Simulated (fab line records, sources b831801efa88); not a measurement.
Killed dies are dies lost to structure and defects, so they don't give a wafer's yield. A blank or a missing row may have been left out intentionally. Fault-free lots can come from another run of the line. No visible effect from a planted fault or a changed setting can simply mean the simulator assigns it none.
Problem report in the 8D (eight disciplines) form, filled by code || flow sky130 || the parts of the form that need people (team, actions taken, sign-off) are left out

== 1. THE PROBLEM ==
Wafers without a fault read 5.001e+12, standard deviation 6e+09; dose ions cm2 at SKY_LDD_N_IMPLANT_12 reads a mean of 9.401e+12 on 6 wafers belonging to 2 lots. So: +99 or more standard deviations from the usual mean.
First seen on wafer L558.2, day 21 05:17, on implanter-04. The record has a number at this step for 18 wafers belonging to 6 lots. The rule behind "out" and "out of limits": a value lying over 4 standard deviations away from the usual mean. The rest of the wafers with a number are treated as sound.

== 2. WHAT IT IS AND WHAT IT IS NOT ==
{"question": "which readings at this step", "is": "dose ions cm2, faraday current uA", "is not": "-"}
{"question": "which lots", "is": "L558, L560", "is not": "L551, L552, L565, L572"}
{"question": "which wafers of those lots", "is": "all that have a number", "is not": "-"}
{"question": "read on which tools", "is": "implanter-04", "is not": "implanter-01, implanter-02"}
{"question": "when", "is": "from day 21 05:17", "is not": "up to then (6 sound wafers); but 6 sound wafers of L565, L572 came after"}

== 3. THE SUSPECTS, EACH WITH WHAT RULES IT OUT ==
Counting: any tool at a process step up to the reading is kept as a suspect provided that every lot that is out went through it and no sound lot did after the first of them.
- implanter-04 at SKY_LDD_N_IMPLANT_12: kept. It ran every lot that is out, first L558 (day 21 05:17), and no sound lot after that. On those wafers its own readings are out: dose ions cm2, faraday current uA.
Left after counting: implanter-04 at SKY_LDD_N_IMPLANT_12.

== 4. THE CAUSE (what the simulator had put in) ==
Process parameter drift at SKY_LDD_N_IMPLANT_12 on implanter-04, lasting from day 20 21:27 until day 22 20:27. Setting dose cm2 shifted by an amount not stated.
The count eliminated every tool but this one.

== 5. THE CHAIN OF EFFECTS, in route order ==
Each row: a reading where the mean over the struck wafers with a number is more than 3 standard deviations away from the usual. Only readings whose record carries a usual standard deviation are examined. hours: median over the lots of the time between each lot's start at the first step of this table that gives one and its start at this step. sigmas: the change, counted in usual standard deviations.
{"hours": 0, "step": "SKY_LDD_N_IMPLANT_12", "reading": "dose ions cm2", "usual": 5.001e+12, "on struck wafers": 9.401e+12, "change": "+4.400e+12", "sigmas": "+99 or more"}
{"hours": 0, "step": "SKY_LDD_N_IMPLANT_12", "reading": "faraday current uA", "usual": 28.1, "on struck wafers": 53.0, "change": "+24.9", "sigmas": "+48"}
Process steps it contains:
- SKY_LDD_N_IMPLANT_12

== 6. HOW IT WOULD HAVE BEEN CAUGHT EARLIER ==
In this record the first reading out of limits was taken at day 21 05:17, 8 hours after the fault began at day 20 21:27.
